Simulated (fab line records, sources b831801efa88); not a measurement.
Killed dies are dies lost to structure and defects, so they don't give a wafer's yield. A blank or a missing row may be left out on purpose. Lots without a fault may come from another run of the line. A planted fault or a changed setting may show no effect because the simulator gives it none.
Which tool did it? | flow sky130 | 14 lots, 42 wafers sampled, at 1 step of a route of 708

WHAT THE GAUGES READ, wafer by wafer
SKY_VIA2_CD_MEAS_12: target cd 200 nm. Usual: cd_nm 200.1 nm, standard deviation 1.4.
lot  | measured     | on        | cd_nm (nm)        | flag
L158 | day 35 17:42 | cd_sem-02 | 201.2 201.1 201.7 |
L159 | day 36 16:41 | cd_sem-02 | 200.6 201.0 200.7 |
L160 | day 37 11:19 | cd_sem-02 | 200.4 201.1 200.1 |
L162 | day 37 14:00 | cd_sem-01 | 198.4 199.7 199.9 |
L161 | day 37 18:36 | cd_sem-01 | 199.8 199.8 199.2 |
L166 | day 39 05:06 | cd_sem-02 | 197.6 198.2 198.7 |
L165 | day 39 09:32 | cd_sem-01 | 199.2 201.9 202.1 |
L167 | day 39 10:11 | cd_sem-02 | 197.1 197.8 198.1 |
L171 | day 41 03:21 | cd_sem-02 | 200.8 200.4 200.2 |
L177 | day 42 02:32 | cd_sem-02 | 201.6 201.4 201.0 |
L178 | day 42 12:00 | cd_sem-01 | 199.9 200.2 202.0 |
L179 | day 42 12:58 | cd_sem-02 | 200.1 199.2 198.6 |
L180 | day 42 17:53 | cd_sem-01 | 201.1 199.3 200.2 |
L181 | day 43 06:54 | cd_sem-02 | 197.9 196.7 197.5 |

WHICH TOOL RAN EACH LOT (tool, then ch and the chambers of the sampled wafers, then the start)
The record holds no process step before these readings.

WHAT THE TOOLS THEMSELVES READ (means of the sampled wafers that have a number; where no wafer has one, the mark that the record gives instead)
The record holds no such reading with a usual standard deviation.

THE ANSWER, worked out from the rows above alone
Rule: a lot is off if the mean of its wafers that have a number lies more than 3 standard deviations from the usual mean. A lot without any number at a reading at which 4 lots or more have one is off too. The other lots that the step has rows for count as sound. The gauges are gone through in route order, then the tools' own readings, and for those a lot's mean is taken as printed above. The first step at which some lot is off is used, and at that step the reading that is off furthest; a lot without a number counts as furthest.
No lot is off at any reading shown: from this, nothing can be told.

WHAT THE SIMULATOR HAD PUT IN
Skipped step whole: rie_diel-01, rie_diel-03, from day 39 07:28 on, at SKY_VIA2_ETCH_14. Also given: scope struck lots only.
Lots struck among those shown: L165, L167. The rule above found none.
